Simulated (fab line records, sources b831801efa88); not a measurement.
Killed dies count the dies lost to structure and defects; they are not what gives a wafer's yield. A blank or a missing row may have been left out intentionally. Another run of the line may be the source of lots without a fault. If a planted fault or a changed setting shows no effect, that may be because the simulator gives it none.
fab line records	flow sfq-line
record: lots: 15	wafers: 42	last-day: 77
route steps=325 shown M4@161 JJ@191 M5@204
lots that met no fault: taken from a fault-free run of the same line
start-h: the number of hours between the record's first day and the start of the first shown wafer of the lot	wait-h: hours from the lot's prior step to this one	" repeats the value in the row above	L1.1+2: a single row standing in for several wafers	- either no value or no given start	* or withheld: withheld	< > ~ a bound
route shown NAME@n: NAME is a module with steps in the file, n the number in the route of the first one	usual: mean and standard deviation over wafers with no fault	same: alike in all rows	chamber/n: place in a boat	sites: readings site by site	_std_site: their standard deviation	_edge_site: inner sites' mean taken away from outer sites' mean	radius-mm: how far each site lies from the wafer's centre	mask NAME#n: copy n	behind: the most recent tool/chamber to have shaped the wafer	hold: reason for holding the lot/hours on hold/outcome of the hold	device: the n, p or np transistor that did not switch	end of line: the same wafers' tests at the end of the route	where a step has no rows: the recipe by itself	killed: the dies lost at the first sort to structure and to defects; this is not the yield of the wafer	map: per-die view of a wafer (x killed, . not killed, _ where there is no die)
set.NAME: the setting that was run; set.NAME@STEP: the one run at that earlier step	model.NAME: the simulator's own value behind a step, which no gauge read
the route's steps for a sample of lots (tables are steps, rows are wafers)
services: when a tool's chamber went out of use (start-h, in hours from the record's first day, below 0 if earlier), for how many hours, and the reason
== steps ==
step: SFQ_TRILAYER_M4_STRIP_STRIP_097
recipe: gas: O2	power-w: 200	platen-temp-c: 40	overash-fraction: 0.65	chemistry: O2	pressure-mtorr: 50
usual: drypump-motor-current-A: 5.8/0.38	oes-product-au: 1.007/0.013	platen-temp-c: 39.98/0.12
lot.wafer	tool	chamber	start-h	wait-h	drypump-motor-current-A	oes-product-au	platen-temp-c	rf-hours-counter-h
L537.2	rie-metal-01	0	798.72	0.1	5.0	1.002	40.01	133
L537.3	"	1	"	"	5.8	0.997	40.14	-
L537.5	"	1	"	"	5.8	0.992	40.15	-
L538.2	rie-metal-01	0	801.12	0.1	5.0	1.001	40.17	134
L538.4	"	0	"	"	5.0	0.996	40.11	-
L538.6	"	0	"	"	5.0	1.003	40.18	-
L539.1	rie-metal-04	1	802.32	0.1	5.8	1.010	39.93	33
L539.3	"	0	"	"	6.0	1.006	39.97	-
L539.6	"	0	"	"	6.0	0.990	39.88	-
L540.1	rie-metal-04	0	809.32	0.1	6.0	0.998	39.93	51
L540.2	"	1	"	"	5.8	1.020	40.15	33
L540.6	"	0	"	"	6.0	1.011	39.82	-
L546.1	rie-metal-04	0	839.88	0.1	6.0	0.995	39.97	57
L546.2	"	1	"	"	5.8	1.033	39.95	39
L548.1	rie-metal-04	0	854.44	0.1	6.0	1.002	39.72	59
L548.2	"	1	"	"	5.8	1.020	40.11	42
L549.2	rie-metal-04	0	856.84	0.1	6.0	0.997	39.89	60
L549.5	"	1	"	"	5.8	1.029	40.01	-
L550.2	rie-metal-04	1	867.64	0.1	5.8	1.029	39.88	44
L550.4	"	0	"	"	6.0	1.009	39.93	-
L550.6	"	1	"	"	5.9	1.028	39.95	-
L552.1	rie-metal-01	0	878.44	0.1	5.0	1.013	40.08	147
L552.4	"	0	"	"	5.0	1.017	39.98	-
L552.5	"	1	"	"	5.8	1.015	39.85	-
L553.2	rie-metal-04	1	884.44	0.1	5.8	1.033	39.92	47
L553.3	"	0	"	"	6.0	1.012	40.02	-
L553.4	"	1	"	"	5.8	1.033	39.98	-
L554.3	rie-metal-01	0	889.44	0.2	5.0	1.018	39.91	-
L554.5	"	1	"	"	5.9	1.001	39.88	-
L554.6	"	0	"	"	5.0	1.005	39.91	-
L555.1	rie-metal-01	0	896.50	0.1	5.0	1.028	39.68	151
L555.2	"	1	"	"	5.9	0.999	39.75	136
L555.3	"	1	"	"	5.8	1.002	39.91	-
L557.2	rie-metal-04	1	914.44	0.1	5.8	1.023	40.05	53
L557.3	"	0	"	"	6.0	0.996	39.96	-
L557.5	"	1	"	"	5.8	1.023	40.15	-
L558.1	rie-metal-02	1	916.84	0.1	5.6	0.983	39.92	140
L558.4	"	1	"	"	5.6	0.984	39.89	-
L558.5	"	1	"	"	5.6	0.981	39.95	-
L559.4	rie-metal-01	1	920.64	0.2	5.9	1.000	39.98	-
L559.5	"	1	"	"	5.8	1.002	39.97	-
L559.6	"	0	"	"	5.0	1.019	40.23	-
step: SFQ_JJ_OVL_MEAS_931
usual: J5_OVL: -1/4.9
lot.wafer	tool	chamber	start-h	wait-h	J5_OVL[nm]
L537.2	overlay-02	-	965.82	0.1	2
L537.3	"	-	"	"	-2
L537.5	"	-	"	"	3
L538.2	overlay-02	-	969.42	0.1	-4
L538.4	"	-	"	"	-1
L538.6	"	-	"	"	-3
L539.1	overlay-02	-	971.82	0.1	-2
L539.3	"	-	"	"	2
L539.6	"	-	"	"	-6
L540.1	overlay-01	-	980.02	0.1	4
L540.2	"	-	"	"	1
L540.6	"	-	"	"	3
L546.1	overlay-01	-	1017.22	0.1	-5
L546.2	"	-	"	"	5
L548.1	overlay-02	-	1042.44	0.1	-1
L548.2	"	-	"	"	1
L549.2	overlay-02	-	1060.45	0.1	-4
L549.5	"	-	"	"	7
L550.2	overlay-02	-	1067.65	0.1	1
L550.4	"	-	"	"	-5
L550.6	"	-	"	"	-6
L552.1	overlay-02	-	1076.04	0.1	11
L552.4	"	-	"	"	4
L552.5	"	-	"	"	2
L553.2	overlay-02	-	1079.65	0.1	-4
L553.3	"	-	"	"	1
L553.4	"	-	"	"	-2
L554.3	overlay-01	-	1090.46	0.1	-5
L554.5	"	-	"	"	-8
L554.6	"	-	"	"	-8
L555.1	overlay-01	-	1098.88	0.1	3
L555.2	"	-	"	"	-3
L555.3	"	-	"	"	-4
L557.2	overlay-02	-	1110.89	0.1	-4
L557.3	"	-	"	"	-4
L557.5	"	-	"	"	-3
L558.1	overlay-02	-	1119.28	0.1	-5
L558.4	"	-	"	"	-1
L558.5	"	-	"	"	-2
L559.4	overlay-02	-	1122.90	0.1	-12
L559.5	"	-	"	"	-6
L559.6	"	-	"	"	-6
step: SFQ_M5_OVL_MEAS_932
usual: M5_OVL: -4/5.9
lot.wafer	tool	chamber	start-h	wait-h	M5_OVL[nm]
L537.2	overlay-01	-	1083.35	0.1	-1
L537.3	"	-	"	"	-11
L537.5	"	-	"	"	-3
L538.2	overlay-02	-	1086.95	0.1	-6
L538.4	"	-	"	"	-11
L538.6	"	-	"	"	-5
L539.1	overlay-02	-	1090.10	0.1	-15
L539.3	"	-	"	"	-10
L539.6	"	-	"	"	-1
L540.1	overlay-02	-	1096.10	0.1	-10
L540.2	"	-	"	"	0
L540.6	"	-	"	"	0
L546.1	overlay-02	-	1131.90	0.1	-4
L546.2	"	-	"	"	-1
L548.1	overlay-02	-	1151.20	0.1	-11
L548.2	"	-	"	"	-14
L549.2	overlay-02	-	1166.80	0.1	1
L549.5	"	-	"	"	-6
L550.2	overlay-02	-	1174.00	0.1	-2
L550.4	"	-	"	"	-4
L550.6	"	-	"	"	-5
L552.1	overlay-02	-	1184.80	0.1	-2
L552.4	"	-	"	"	7
L552.5	"	-	"	"	-3
L553.2	overlay-02	-	1188.40	0.1	-1
L553.3	"	-	"	"	8
L553.4	"	-	"	"	-6
L554.3	overlay-02	-	1196.81	0.1	-1
L554.5	"	-	"	"	0
L554.6	"	-	"	"	-14
L555.1	overlay-02	-	1202.80	0.1	-2
L555.2	"	-	"	"	-10
L555.3	"	-	"	"	2
L557.2	overlay-02	-	1212.40	0.1	-4
L557.3	"	-	"	"	-12
L557.5	"	-	"	"	-13
L558.1	overlay-02	-	1222.00	0.1	-6
L558.4	"	-	"	"	-11
L558.5	"	-	"	"	-6
L559.4	overlay-02	-	1225.61	0.1	-3
L559.5	"	-	"	"	4
L559.6	"	-	"	"	-5
step: SFQ_TRILAYER_M5_BARC_OPEN_METAL_ETCH_161
recipe: mask-material: PR	chemistry: O2	target-depth-nm: 125	target: BARC	icp-w: 600	bias-w: 80	pressure-mtorr: 10	time-s: 41.7
usual: drypump-motor-current-A: 5.4/0.41	oes-product-au: 0.686/0.0049	run-length-s: 70.1/0.65
lot.wafer	tool	chamber	start-h	wait-h	drypump-motor-current-A	oes-product-au	rf-hours-counter-h	run-length-s
L537.2	rie-metal-01	0	1083.40	0.0	5.0	0.695	-	69.8
L537.3	"	0	"	"	5.0	0.688	-	70.0
L537.5	"	0	"	"	5.0	0.679	-	70.2
L538.2	rie-metal-01	0	1087.00	0.0	5.0	0.684	-	70.1
L538.4	"	0	"	"	5.0	0.688	-	70.2
L538.6	"	0	"	"	5.0	0.686	-	70.4
L539.1	rie-metal-01	0	1090.13	0.0	5.0	0.679	14	70.7
L539.3	"	0	"	"	5.0	0.687	-	70.0
L539.6	"	0	"	"	5.0	0.690	-	70.0
L540.1	rie-metal-04	0	1096.13	0.0	6.0	0.693	102	69.4
L540.2	"	1	"	"	5.8	0.685	85	70.7
L540.6	"	1	"	"	5.8	0.693	-	70.2
L546.1	rie-metal-01	0	1131.93	0.0	5.0	0.676	24	70.0
L546.2	"	1	"	"	5.9	0.642	9	75.7
L548.1	rie-metal-01	1	1151.23	0.0	5.8	0.686	12	70.5
L548.2	"	0	"	"	5.0	0.638	28	75.8
L549.2	rie-metal-01	0	1166.83	0.0	5.0	0.647	31	75.8
L549.5	"	0	"	"	5.0	0.694	-	70.7
L550.2	rie-metal-04	1	1174.03	0.0	5.8	0.691	101	70.2
L550.4	"	1	"	"	5.8	0.687	-	70.5
L550.6	"	0	"	"	6.0	0.684	-	69.7
L552.1	rie-metal-04	1	1184.83	0.0	5.8	0.686	103	70.5
L552.4	"	1	"	"	5.8	0.685	-	70.9
L552.5	"	1	"	"	5.8	0.685	-	70.5
L553.2	rie-metal-03	0	1188.43	0.0	5.1	0.682	121	69.1
L553.3	"	0	"	"	5.1	0.686	-	69.6
L553.4	"	1	"	"	5.3	0.696	-	69.7
L554.3	rie-metal-04	1	1196.85	0.0	5.8	0.688	-	70.9
L554.5	"	0	"	"	6.0	0.684	-	70.2
L554.6	"	1	"	"	5.8	0.686	-	70.6
L555.1	rie-metal-03	1	1202.83	0.0	5.3	0.687	114	69.7
L555.2	"	0	"	"	5.1	0.685	123	69.1
L555.3	"	1	"	"	5.3	0.695	-	69.8
L557.2	rie-metal-03	1	1212.43	0.0	5.3	0.690	116	72.7
L557.3	"	1	"	"	5.3	0.682	-	72.6
L557.5	"	1	"	"	5.3	0.674	-	72.8
L558.1	rie-metal-04	1	1222.03	0.0	5.8	0.687	111	70.5
L558.4	"	0	"	"	6.0	0.685	-	69.6
L558.5	"	1	"	"	5.8	0.689	-	70.5
L559.4	rie-metal-03	1	1225.65	0.0	5.4	0.690	-	69.7
L559.5	"	0	"	"	5.1	0.686	-	69.3
L559.6	"	1	"	"	5.3	0.685	-	69.8
== services ==
tool	chamber	start-h	hours	kind
rie-metal-04	0	894.63	3.3	repair
rie-metal-04	1	898.53	3.0	repair
rie-metal-03	-	938.81	14.6	pm
rie-metal-01	0	996.01	-	clean
rie-metal-01	0	996.01	-	consumable-replace:focus-ring
rie-metal-01	0	996.01	19.6	scheduled-down
rie-metal-01	0	996.01	19.6	vent-cycle
rie-metal-03	0	1007.35	4.8	repair
rie-metal-02	1	1071.68	-	clean
rie-metal-02	1	1071.68	-	consumable-replace:focus-ring
rie-metal-02	1	1071.68	17.2	scheduled-down
rie-metal-02	1	1071.68	17.2	vent-cycle
rie-metal-01	1	1080.01	-	clean
rie-metal-01	1	1080.01	-	consumable-replace:focus-ring
rie-metal-01	1	1080.01	12.3	scheduled-down
rie-metal-01	1	1080.01	12.3	vent-cycle
rie-metal-02	-	1132.49	1.4	repair
rie-metal-02	0	1151.82	-	clean
rie-metal-02	0	1151.82	-	consumable-replace:focus-ring
rie-metal-02	0	1151.82	24.6	scheduled-down
rie-metal-03	1	1162.17	7.6	repair
rie-metal-03	0	1173.82	10.9	repair
rie-metal-02	-	1195.87	4.3	pm
rie-metal-02	0	1201.50	5.2	repair
== key ==
first-sign: step: SFQ_TRILAYER_M5_BARC_OPEN_METAL_ETCH_161	reading: oes-product-au	direction: down	sigmas: 8.9	usual: 0.686	struck: 0.642
effect: step: SFQ_TRILAYER_M5_BARC_OPEN_METAL_ETCH_161	reading: run-length-s	direction: up	sigmas: 8.8	usual: *	struck: *
met-at SFQ_TRILAYER_M5_BARC_OPEN_METAL_ETCH_161
struck-lots L546,L548,L549
struck-wafers L546.2,L548.2,L549.2
not-acting-at SFQ_TRILAYER_M4_STRIP_STRIP_097,SFQ_JJ_OVL_MEAS_931,SFQ_M5_OVL_MEAS_932
onset-between 1090.13 1131.93
fault: kind: process-parameter-drift	tool: rie-metal-01	chamber: -	onset-h: 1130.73	steps: SFQ_TRILAYER_M5_BARC_OPEN_METAL_ETCH_161	channel: time-s	offset: *	shape: step	end-h: 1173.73	scope: struck-wafers-only	acts-in: *	stated: *
